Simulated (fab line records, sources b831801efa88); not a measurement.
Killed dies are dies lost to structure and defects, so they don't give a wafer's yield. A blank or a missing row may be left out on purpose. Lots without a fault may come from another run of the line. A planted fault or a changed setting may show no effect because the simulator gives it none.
A struck lot beside a sound one | flow gf180mcu | 14 steps out of a route of 602
Sound: wafers L356.1, L356.3, L356.5. Struck: wafers L369.1, L369.2, L369.5. The cause comes at the end.
At each step with rows: each side's tool, then ch and its chambers, then its first start. Under that, the readings that differ: sound wafers | struck wafers | difference of the means | sigmas: that difference in standard deviations of wafers without a fault.
alike: readings whose means differ by less than 2 such deviations, and words and numbers that are the same on both sides. not compared: withheld readings, readings that some wafer has no value for, bounds like >300 that may hide the same value, and numbers for which the record gives no deviation and whose values overlap.
The two part at a step that has a row with sigmas, a row that says differs or no value, or rows on one side only. Numbers that don't overlap but have no deviation are shown without sigmas and don't part them. A reading that every wafer of one side lacks parts them only if that side has two wafers or more.

first, 5 steps without rows for these wafers: GF_V3_COAT_09 (resist thk 1000 nm); GF_V3_SOFTBAKE_10 (time 60 s); GF_V3_EXPOSE_11 (exposes mask Via3, target cd 260 nm); GF_V3_PEB_12 (peb time 90 s); GF_V3_DEVELOP_13 (develop time 60 s).
GF_V3_CD_MEAS_14: target cd 260 nm.
  sound on cd_sem-01, day 24 07:44; struck on cd_sem-01, day 28 17:40
  alike: cd_nm
GF_V3_OVL_MEAS_15:
  sound on overlay-01, day 24 07:51; struck on overlay-01, day 28 17:47
  alike: V3_OVL
GF_V3_ETCH_16: etches BARC in N2/H2.
  sound on rie_diel-04 ch 0,1,3, day 24 07:53; struck on rie_diel-03 ch 0,3, day 28 17:49
  alike: drypump_motor_current_A, oes_product_au, throttle_valve_pct
GF_V3_ETCH_17: etches SiO2 in C4F8/O2/Ar, stops on TiN, target depth 635 nm.
  sound on rie_diel-04 ch 0,1,3; struck on rie_diel-03 ch 0,3
  alike: oes_product_au
GF_V3_STRIP_18: strips in O2/N2.
  sound on plasma_asher-01 ch 0,1, day 24 08:01; struck on plasma_asher-02 ch 0,1, day 28 17:57
  alike: drypump_motor_current_A, heater_power_w, oes_product_au
  not compared: rf_hours_counter_h
then, 2 steps without rows for these wafers: GF_V3_STRIP_19 (strips in post etch residue remover, time 1200 s); GF_V3_CLEAN_20 (cleans in DIW).
GF_V3_SPUTTER_21: material Ti, target thk 15 nm, time 80.02 s.
  sound on pvd_sputter-01, day 24 08:33; struck on pvd_sputter-04, day 28 18:53
  no value came back on the struck wafers for cathode_dc_power_W (W), chamber_pressure_pa (Pa), throttle_valve_pct (%); on the sound wafers cathode_dc_power_W (W) reads 2499.8 2499.8 2500.9
GF_V3_SPUTTER_22: material TiN, target thk 10 nm, time 40 s.
  sound on pvd_sputter-01, day 24 08:37; struck on pvd_sputter-04, day 28 18:57
  alike: cathode_dc_power_W, chamber_pressure_pa, throttle_valve_pct

WHERE THEY PART
Only at GF_V3_SPUTTER_21, within this record. Later steps at which nothing parts them and some readings are alike: GF_V3_SPUTTER_22.

WHY: what the simulator had put in
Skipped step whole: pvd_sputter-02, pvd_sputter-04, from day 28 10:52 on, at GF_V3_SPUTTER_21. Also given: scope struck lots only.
